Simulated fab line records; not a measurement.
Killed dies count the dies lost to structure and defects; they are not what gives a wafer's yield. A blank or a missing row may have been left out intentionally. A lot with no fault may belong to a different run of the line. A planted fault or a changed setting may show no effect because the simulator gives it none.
fab line records	flow gf180mcu
record lots=13	wafers=39	last_day=34
route steps=602 shown LVPWELL@63 MVSD@73 MVPSD@139 HV_LDD@187 PSD@263
lots with no fault: from the same line, run without faults
start_h: hours from the record's first day to the start of the lot's first wafer shown	wait_h: hours from the lot's prior step to this one	" as in the row above	L1.1+2: several wafers, shown together as one row	- no value, or no start given	* or withheld: withheld	< > ~ a bound
route shown NAME@n: names a module that has steps shown in the file, with the first one's number in the route	usual: the fault-free wafers' mean and standard deviation	same: alike in all rows	chamber/n: place in a boat	sites: the reading at each site	_std_site: the values' standard deviation	_edge_site: inner sites' mean taken away from outer sites' mean	radius_mm: how far each site lies from the wafer's centre	mask NAME#n: copy n	behind: the last tool/chamber to shape the wafer	hold: the reason the lot was held/the length of the hold in hours/how it ended	device: transistor that didn't switch, given as n, p or np	end of line: tests run on the same wafers once the route is complete	a step given without rows: its recipe and nothing more	killed: at the first sort, the dies lost to defects and structure; wafer yield is something else	map: shows each die of a wafer: x if killed, . if not, _ if none is there
set.NAME: the run value of the setting; set.NAME@STEP: its run value at that earlier step	model.NAME: the simulator's own value behind a step, which no gauge read
steps of the route over a sample of lots; a table a step, a row a wafer
services: the hour from which a tool's chamber was out of use, counted from the record's first day as start_h (under 0 if before that day), plus the number of hours and why
## steps
# step GF_LVPWELL_IMPLANT_09
# recipe species=B	energy_kev=60	dose_cm2=5e+12	tilt_deg=0
lot.wafer	tool	chamber	start_h	wait_h
L808.2+3+6	implanter-02	0	68.97	0.1
L809.1+3+6	implanter-01	0	74.59	0.1
L810.4+5+6	implanter-02	0	81.86	0.1
L811.4+5+6	implanter-04	0	84.92	0.1
L814.1+2+3	implanter-02	0	104.09	0.1
L815.3+4+6	implanter-04	0	110.66	0.1
L816.2+3+4	implanter-04	0	114.92	0.1
L817.1+3+4	implanter-04	0	117.94	0.1
L818.1+4+5	implanter-04	0	126.84	0.1
L825.3+5+6	implanter-04	0	166.14	0.1
L827.1+5+6	implanter-04	0	178.06	0.1
L828.1+3+4	implanter-04	0	184.64	0.1
L829.2+3+6	implanter-04	0	187.97	0.1
# step GF_MVSD_OVL_MEAS_07
# usual MVSD_OVL=0.7/1.3
lot.wafer	tool	chamber	start_h	wait_h	MVSD_OVL[nm]
L808.2	overlay-01	-	82.16	-	-0.2
L808.3	"	-	"	"	-0.1
L808.6	"	-	"	"	-0.4
L809.1	overlay-02	-	88.00	-	2.2
L809.3	"	-	"	"	2.0
L809.6	"	-	"	"	1.5
L810.4	overlay-01	-	95.47	-	-1.1
L810.5	"	-	"	"	-1.3
L810.6	"	-	"	"	-1.5
L811.4	overlay-02	-	99.22	-	0.8
L811.5	"	-	"	"	-0.1
L811.6	"	-	"	"	2.0
L814.1	overlay-01	-	119.40	-	0.0
L814.2	"	-	"	"	0.6
L814.3	"	-	"	"	0.4
L815.3	overlay-01	-	125.37	-	1.6
L815.4	"	-	"	"	0.8
L815.6	"	-	"	"	0.7
L816.2	overlay-01	-	130.07	-	1.1
L816.3	"	-	"	"	1.4
L816.4	"	-	"	"	0.2
L817.1	overlay-01	-	134.00	-	1.1
L817.3	"	-	"	"	0.8
L817.4	"	-	"	"	1.3
L818.1	overlay-01	-	142.45	-	1.5
L818.4	"	-	"	"	2.9
L818.5	"	-	"	"	1.4
L825.3	overlay-01	-	183.62	-	2.0
L825.5	"	-	"	"	1.1
L825.6	"	-	"	"	0.8
L827.1	overlay-02	-	194.05	-	-1.2
L827.5	"	-	"	"	-1.5
L827.6	"	-	"	"	-0.4
L828.1	overlay-02	-	201.16	-	-0.1
L828.3	"	-	"	"	1.5
L828.4	"	-	"	"	1.5
L829.2	overlay-01	-	205.71	-	0.7
L829.3	"	-	"	"	0.2
L829.6	"	-	"	"	0.4
# step GF_VT_IMPLANT_RS_MEAS_48
# recipe thk_meas_gauge=four-point-probe
# usual LVPWELL_RS=1197/3.1
lot.wafer	tool	chamber	start_h	wait_h	hold	LVPWELL_RS[ohm/sq]
L808.2	film_metro-01	-	158.34	0.1	-	1203
L808.3	"	-	"	"	-	1198
L808.6	"	-	"	"	-	1198
L809.1	film_metro-04	-	164.96	0.1	-	1198
L809.3	"	-	"	"	-	1196
L809.6	"	-	"	"	-	1195
L810.4	film_metro-04	-	172.51	0.1	-	1200
L810.5	"	-	"	"	-	1202
L810.6	"	-	"	"	-	1201
L811.4	film_metro-04	-	178.85	0.1	-	1195
L811.5	"	-	"	"	-	1193
L811.6	"	-	"	"	-	1194
L814.1	film_metro-03	-	200.65	0.1	-	1194
L814.2	"	-	"	"	-	1195
L814.3	"	-	"	"	-	1192
L815.3	film_metro-03	-	206.79	0.1	-	1195
L815.4	"	-	"	"	-	1197
L815.6	"	-	"	"	-	1197
L816.2	film_metro-04	-	213.64	0.1	-	1195
L816.3	"	-	"	"	-	1191
L816.4	"	-	"	"	-	1192
L817.1	film_metro-03	-	216.76	0.1	-	1196
L817.3	"	-	"	"	-	1192
L817.4	"	-	"	"	-	1193
L818.1	film_metro-03	-	225.95	0.1	-	1198
L818.4	"	-	"	"	-	1199
L818.5	"	-	"	"	-	1198
L825.3	film_metro-01	-	271.98	0.1	-	1199
L825.5	"	-	"	"	-	1201
L825.6	"	-	"	"	-	1201
L827.1	film_metro-04	-	288.26	0.1	await_dispo/0.2h/release	1248
L827.5	"	-	"	"	await_dispo/0.2h/release	1245
L827.6	"	-	"	"	await_dispo/0.2h/release	1245
L827.1	film_metro-04	-	288.55	0.3	-	1250
L827.5	"	-	"	"	-	1243
L827.6	"	-	"	"	-	1242
L828.1	film_metro-01	-	296.09	0.1	await_dispo/0.2h/release	1244
L828.3	"	-	"	"	await_dispo/0.2h/release	1241
L828.4	"	-	"	"	await_dispo/0.2h/release	1243
L828.1	film_metro-01	-	296.38	0.3	-	1246
L828.3	"	-	"	"	-	1240
L828.4	"	-	"	"	-	1245
L829.2	film_metro-01	-	299.58	0.1	await_dispo/0.2h/release	1246
L829.3	"	-	"	"	await_dispo/0.2h/release	1241
L829.6	"	-	"	"	await_dispo/0.2h/release	1242
L829.2	film_metro-01	-	299.87	0.3	-	1245
L829.3	"	-	"	"	-	1241
L829.6	"	-	"	"	-	1241
# step GF_VT_IMPLANT_RS_MEAS_49
# recipe thk_meas_gauge=four-point-probe
# usual MVPSD_RS=1172.4/2.7
lot.wafer	tool	chamber	start_h	wait_h	hold	MVPSD_RS[ohm/sq]
L808.2	film_metro-01	-	158.46	0.1	-	1174.0
L808.3	"	-	"	"	-	1170.5
L808.6	"	-	"	"	-	1168.2
L809.1	film_metro-04	-	165.08	0.1	-	1173.3
L809.3	"	-	"	"	-	1173.0
L809.6	"	-	"	"	-	1174.8
L810.4	film_metro-04	-	172.63	0.1	-	1168.4
L810.5	"	-	"	"	-	1169.3
L810.6	"	-	"	"	-	1169.2
L811.4	film_metro-04	-	178.97	0.1	-	1166.6
L811.5	"	-	"	"	-	1167.2
L811.6	"	-	"	"	-	1169.6
L814.1	film_metro-03	-	200.77	0.1	-	1173.9
L814.2	"	-	"	"	-	1168.7
L814.3	"	-	"	"	-	1173.8
L815.3	film_metro-03	-	206.91	0.1	-	1176.7
L815.4	"	-	"	"	-	1177.3
L815.6	"	-	"	"	-	1172.1
L816.2	film_metro-04	-	213.76	0.1	-	1173.8
L816.3	"	-	"	"	-	1170.0
L816.4	"	-	"	"	-	1171.9
L817.1	film_metro-03	-	216.88	0.1	-	1167.5
L817.3	"	-	"	"	-	1170.9
L817.4	"	-	"	"	-	1173.4
L818.1	film_metro-03	-	226.07	0.1	-	1174.5
L818.4	"	-	"	"	-	1175.0
L818.5	"	-	"	"	-	1173.5
L825.3	film_metro-01	-	272.10	0.1	-	1173.1
L825.5	"	-	"	"	-	1172.3
L825.6	"	-	"	"	-	1171.6
L827.1	film_metro-04	-	291.34	2.8	await_dispo/2.7h/release	1171.3
L827.5	"	-	"	"	await_dispo/2.7h/release	1172.4
L827.6	"	-	"	"	await_dispo/2.7h/release	1171.4
L828.1	film_metro-01	-	303.67	7.3	await_dispo/7.1h/release	1178.3
L828.3	"	-	"	"	await_dispo/7.1h/release	1174.4
L828.4	"	-	"	"	await_dispo/7.1h/release	1171.9
L829.2	film_metro-01	-	304.53	4.6	await_dispo/4.5h/release	1173.4
L829.3	"	-	"	"	await_dispo/4.5h/release	1170.1
L829.6	"	-	"	"	await_dispo/4.5h/release	1167.2
# step GF_HV_LDD_TW_MEAS_11
# usual HV_LDD_TW=2401/21
lot.wafer	tool	chamber	start_h	wait_h	HV_LDD_TW
L808.2	film_metro-03	-	218.46	0.1	2411
L808.3	"	-	"	"	2393
L808.6	"	-	"	"	2402
L809.1	film_metro-01	-	226.50	0.1	2388
L809.3	"	-	"	"	2369
L809.6	"	-	"	"	2385
L810.4	film_metro-01	-	230.25	0.1	2376
L810.5	"	-	"	"	2372
L810.6	"	-	"	"	2378
L811.4	film_metro-04	-	238.51	0.1	2393
L811.5	"	-	"	"	2375
L811.6	"	-	"	"	2379
L814.1	film_metro-03	-	264.05	0.1	2418
L814.2	"	-	"	"	2405
L814.3	"	-	"	"	2417
L815.3	film_metro-03	-	270.50	0.1	2413
L815.4	"	-	"	"	2420
L815.6	"	-	"	"	2436
L816.2	film_metro-03	-	276.63	0.1	2415
L816.3	"	-	"	"	2428
L816.4	"	-	"	"	2417
L817.1	film_metro-03	-	280.11	0.1	2418
L817.3	"	-	"	"	2417
L817.4	"	-	"	"	2421
L818.1	film_metro-04	-	291.85	0.1	2383
L818.4	"	-	"	"	2374
L818.5	"	-	"	"	2383
L825.3	film_metro-03	-	342.08	0.1	2410
L825.5	"	-	"	"	2412
L825.6	"	-	"	"	2421
L827.1	film_metro-03	-	360.18	0.1	2429
L827.5	"	-	"	"	2422
L827.6	"	-	"	"	2432
L828.1	film_metro-04	-	368.83	0.1	2385
L828.3	"	-	"	"	2400
L828.4	"	-	"	"	2384
L829.2	film_metro-04	-	374.32	0.1	2373
L829.3	"	-	"	"	2390
L829.6	"	-	"	"	2382
# step GF_PSD_RS_MEAS_15
# recipe thk_meas_gauge=four-point-probe
# usual PSD_RS=108.62/0.3
lot.wafer	tool	chamber	start_h	wait_h	PSD_RS[ohm/sq]
L808.2	film_metro-03	-	318.90	0.1	108.78
L808.3	"	-	"	"	108.55
L808.6	"	-	"	"	108.67
L809.1	film_metro-04	-	328.99	0.1	108.66
L809.3	"	-	"	"	108.57
L809.6	"	-	"	"	108.56
L810.4	film_metro-03	-	333.93	0.1	108.65
L810.5	"	-	"	"	108.76
L810.6	"	-	"	"	108.63
L811.4	film_metro-02	-	343.73	0.1	108.89
L811.5	"	-	"	"	108.63
L811.6	"	-	"	"	108.76
L814.1	film_metro-02	-	373.27	0.1	108.48
L814.2	"	-	"	"	108.52
L814.3	"	-	"	"	108.58
L815.3	film_metro-02	-	382.09	0.1	108.64
L815.4	"	-	"	"	108.97
L815.6	"	-	"	"	108.74
L816.2	film_metro-02	-	388.64	0.1	109.00
L816.3	"	-	"	"	108.98
L816.4	"	-	"	"	108.86
L817.1	film_metro-04	-	392.36	0.1	108.15
L817.3	"	-	"	"	108.57
L817.4	"	-	"	"	108.50
L818.1	film_metro-03	-	407.56	0.1	108.07
L818.4	"	-	"	"	108.34
L818.5	"	-	"	"	108.08
L825.3	film_metro-04	-	462.84	0.1	108.52
L825.5	"	-	"	"	108.33
L825.6	"	-	"	"	108.36
L827.1	film_metro-03	-	485.71	0.1	108.32
L827.5	"	-	"	"	108.77
L827.6	"	-	"	"	108.75
L828.1	film_metro-04	-	492.27	0.1	108.46
L828.3	"	-	"	"	108.59
L828.4	"	-	"	"	108.56
L829.2	film_metro-04	-	496.98	0.1	107.78
L829.3	"	-	"	"	107.88
L829.6	"	-	"	"	108.04
## services
tool	chamber	start_h	hours	kind
implanter-01	-	98.03	7.6	pm
implanter-02	-	113.73	2.5	repair
implanter-01	-	132.11	1.2	repair
implanter-04	-	142.93	6.6	repair
implanter-01	-	172.00	0.6	repair
## key
first_sign step=GF_VT_IMPLANT_RS_MEAS_48	reading=LVPWELL_RS	direction=up	sigmas=15	usual=1197	struck=1244
effect step=GF_VT_IMPLANT_RS_MEAS_48	reading=hold	direction=added
met_at GF_LVPWELL_IMPLANT_09
struck_lots L827,L828,L829
tester_left_out L827,L828,L829
not_acting_at GF_MVSD_OVL_MEAS_07,GF_HV_LDD_TW_MEAS_11,GF_PSD_RS_MEAS_15
onset_between 166.14 178.06
also_fits time
fault kind=process_parameter_drift	tool=implanter-04	chamber=-	onset_h=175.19	steps=GF_LVPWELL_IMPLANT_09	channel=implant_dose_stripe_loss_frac	offset=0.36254	shape=step	end_h=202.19
# tester_left_out: of these lots the tester's yield and bins aren't shown, on N5 and GAA mostly nor the transistor test; their killed dies are dies lost to structure and defects alone, not to doping, threshold or leakage, so they don't give the yield
